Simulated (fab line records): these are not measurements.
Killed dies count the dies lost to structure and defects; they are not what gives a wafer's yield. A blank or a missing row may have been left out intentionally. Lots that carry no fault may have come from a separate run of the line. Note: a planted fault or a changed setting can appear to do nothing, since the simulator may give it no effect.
Chamber matching ; flow sfq-line ; SFQ_TRILAYER_I5_ETCH_VIA_ETCH_147 on rie-diel-02: 4 sister chambers
The step etches the open film in CHF3, stops on Nb, target depth 360 nm. 4 wafers are shown with their chamber, then 7 later ones without.

== EACH WAFER AND ITS CHAMBER ==
wafer;chamber;drypump-motor-current-A (A)
L213.5;3;5.3
L217.1;0;6.0
L217.6;2;5.7
L222.5;1;6.7

== WAFERS WHOSE CHAMBER IS MISSING ==
wafer;drypump-motor-current-A (A)
L222.6;5.8
L224.2;5.3
L224.3;6.0
L224.4;6.6
L226.1;5.3
L226.4;5.7
L226.6;5.7

== WHICH CHAMBER EACH ONE RAN IN ==
wafer;from the rows above;in truth
L222.6;can't be placed: 2 or 0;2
L224.2;3;3
L224.3;0;0
L224.4;1;1
L226.1;3;3
L226.4;2;2
L226.6;2;2
Correct placement for 6 of the 7. From these rows, 1 cannot be placed; in 1 the true chamber is one of the candidates. Wrongly placed: 0.
How it was worked out, from the rows above alone: a wafer's distance from a chamber is the root of the sum, over the readings, of the square of ((its reading less the chamber's mean) divided by the reading's scatter). The wafer belongs to the nearest chamber; if the next one is less than 2 further off, it can't be placed. For every chamber, the mean is computed from those of its wafers that are shown. The scatter: with one shown wafer a chamber, the root of the mean of the squares of how far each hidden wafer lies from its nearest shown one.
